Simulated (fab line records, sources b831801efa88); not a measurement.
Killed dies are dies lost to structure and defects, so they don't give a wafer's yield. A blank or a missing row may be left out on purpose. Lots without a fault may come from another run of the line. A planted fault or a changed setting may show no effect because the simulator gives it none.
A struck lot beside a sound one | flow sky130 | 44 steps out of a route of 708
Sound: wafers L305.2, L305.5, L305.6. Struck: wafer L314.5. (L314.1, L314.2 of the same lot were not struck and are left out.) The cause comes at the end.
At each step with rows: each side's tool, then ch and its chambers, then its first start. Under that, the readings that differ: sound wafers | struck wafers | difference of the means | sigmas: that difference in standard deviations of wafers without a fault.
alike: readings whose means differ by less than 2 such deviations, and words and numbers that are the same on both sides. not compared: withheld readings, readings that some wafer has no value for, bounds like >300 that may hide the same value, and numbers for which the record gives no deviation and whose values overlap.
The two part at a step that has a row with sigmas, a row that says differs or no value, or rows on one side only. Numbers that don't overlap but have no deviation are shown without sigmas and don't part them. A reading that every wafer of one side lacks parts them only if that side has two wafers or more.

first, 2 steps without rows for these wafers: SKY_DNWELL_DEVELOP_06 (develop time 60 s); SKY_DNWELL_IMPLANT_07.
SKY_DNWELL_STRIP_08: strips in O2/N2.
  sound on plasma_asher-04 ch 0,1, day 4 09:08; struck on plasma_asher-01 ch 0, day 6 18:06
  reading                     | sound       | struck | difference | sigmas
  drypump_motor_current_A (A) | 4.8 4.8 5.2 | 5.7    | +0.8       | +2
  alike: oes_product_au, strip_time_to_endpoint_s
  not compared: rf_hours_counter_h
SKY_DNWELL_TW_MEAS_09:
  sound on film_metro-03, day 4 09:15; struck on film_metro-03, day 6 18:12
  alike: DNWELL_TW
then, 7 steps without rows for these wafers: SKY_PWDE_DEHYDRATE_00 (time 60 s); SKY_PWDE_HMDS_01 (prime time 60 s); SKY_PWDE_COAT_02 (resist thk 3000 nm); SKY_PWDE_SOFTBAKE_03; SKY_PWDE_EXPOSE_04 (exposes mask PWDEM, target cd 840 nm); SKY_PWDE_PEB_05; SKY_PWDE_DEVELOP_06 (develop time 60 s).
SKY_PWDE_OVL_MEAS_07:
  sound on overlay-01, day 5 03:53; struck on overlay-01, day 7 12:54
  alike: PWDE_OVL
SKY_PWDE_IMPLANT_08:
  sound on implanter-04 ch 0, day 5 03:57; struck on implanter-02 ch 0, day 7 12:56
  alike: beam_on_s
SKY_PWDE_STRIP_09: strips in O2/N2.
  sound on plasma_asher-02 ch 0,1, day 5 04:04; struck on plasma_asher-01 ch 0, day 7 13:05
  reading                      | sound             | struck | difference | sigmas
  strip_time_to_endpoint_s (s) | 36.90 36.81 36.82 | 37.07  | +0.23      | +2
  alike: drypump_motor_current_A, oes_product_au
  not compared: rf_hours_counter_h
SKY_PWDE_TW_MEAS_10:
  sound on film_metro-04, day 5 04:11; struck on film_metro-04, day 7 13:11
  reading | sound       | struck | difference | sigmas
  PWDE_TW | 375 374 376 | 367    | -8         | -3
then, 7 steps without rows for these wafers: SKY_NWELL_DEHYDRATE_03 (time 60 s); SKY_NWELL_HMDS_04 (prime time 60 s); SKY_NWELL_COAT_05 (resist thk 3000 nm); SKY_NWELL_SOFTBAKE_06; SKY_NWELL_EXPOSE_07 (exposes mask NWM, target cd 840 nm); SKY_NWELL_PEB_08; SKY_NWELL_DEVELOP_09 (develop time 60 s).
SKY_NWELL_OVL_MEAS_10:
  sound on overlay-02, day 5 21:41; struck on overlay-02, day 8 09:46
  alike: NWELL_00_OVL
then, 3 steps without rows for these wafers: SKY_NWELL_IMPLANT_11; SKY_NWELL_IMPLANT_12; SKY_NWELL_IMPLANT_13.
SKY_NWELL_STRIP_14: strips in O2/N2.
  sound on plasma_asher-03 ch 0,1, day 5 22:10; struck on plasma_asher-03 ch 0, day 8 10:16
  alike: drypump_motor_current_A, oes_product_au, strip_time_to_endpoint_s
  not compared: rf_hours_counter_h
SKY_NWELL_TW_MEAS_15:
  sound on film_metro-04, day 5 22:16; struck on film_metro-02, day 8 10:22
  reading  | sound          | struck | difference | sigmas
  NWELL_TW | 1821 1830 1838 | 1794   | -36        | -2
then, 7 steps without rows for these wafers: SKY_NWELL_DEHYDRATE_16 (time 60 s); SKY_NWELL_HMDS_17 (prime time 60 s); SKY_NWELL_COAT_18 (resist thk 3000 nm); SKY_NWELL_SOFTBAKE_19; SKY_NWELL_EXPOSE_20 (exposes mask NWM COMPLEMENT, target cd 840 nm); SKY_NWELL_PEB_21; SKY_NWELL_DEVELOP_22 (develop time 60 s).
SKY_NWELL_OVL_MEAS_23:
  sound on overlay-01, day 6 15:28; struck on overlay-02, day 9 07:36
  alike: NWELL_01_OVL
then, 1 step without rows for these wafers: SKY_NWELL_IMPLANT_24.
SKY_NWELL_STRIP_25: strips in O2/N2.
  sound on plasma_asher-03 ch 0,1, day 6 15:38; struck on plasma_asher-04 ch 1, day 9 07:47
  alike: drypump_motor_current_A, oes_product_au, strip_time_to_endpoint_s
  not compared: rf_hours_counter_h
SKY_NWELL_TW_MEAS_26:
  sound on film_metro-04, day 6 15:45; struck on film_metro-02, day 9 07:53
  alike: NWELL_2_TW
then, 1 step without rows for these wafers: SKY_NWELL_CLEAN_27 (cleans in SC1/SC2, time 150 s).
SKY_NWELL_RTA_28: time 30 s.
  sound on rtp_anneal-01 ch 0, day 6 15:52; struck on rtp_anneal-02 ch 0, day 9 08:01
  alike: lamp_power_pct, wafer_temp_C_max
SKY_NWELL_RS_MEAS_29: measures by four-point-probe.
  sound on film_metro-02, day 6 15:58; struck on film_metro-03, day 9 08:07
  alike: NWELL_RS
SKY_NWELL_RS_MEAS_31: measures by four-point-probe.
  sound on film_metro-02, day 6 16:13; struck on film_metro-03, day 9 08:21
  reading          | sound          | struck | difference | sigmas
  PWDE_RS (ohm/sq) | 5250 5245 5233 | 5604   | +361       | +24
-- the record jumps here: 41 days lie between the struck wafers' starts before and after (it left off in module NWELL and takes up again in module PAD_OPEN, whose first step shown is number 708 of the route) --
SKY_PAD_OPEN_PROBE_99:
  sound on prober-02, day 47 09:13; struck on prober-02, day 50 02:30
  reading                                   | sound                        | struck    | difference | sigmas
  killed_open                               | 48 49 53                     | 32        | -18        | -2
  model.etest.res_p_drift_20v.line_ohm_um   | 1.16e+04 1.123e+04 1.115e+04 | 1.292e+04 | +1.593e+03 |
  model.etest.res_p_drift_20v.rs_ohm_sq     | 9702 9338 9335               | 1.076e+04 | +1.302e+03 |
  model.etest.res_pwde_under_gate.rs_ohm_sq | 6138 6080 6127               | 7167      | +1052      |
  alike: killed_at_M0_to_M3, killed_at_M4_up, killed_at_contacts, killed_at_front_end, killed_at_other, killed_dies, killed_short

WHERE THEY PART
First at SKY_DNWELL_STRIP_08; last, within this record, at SKY_PAD_OPEN_PROBE_99.

WHY: what the simulator had put in
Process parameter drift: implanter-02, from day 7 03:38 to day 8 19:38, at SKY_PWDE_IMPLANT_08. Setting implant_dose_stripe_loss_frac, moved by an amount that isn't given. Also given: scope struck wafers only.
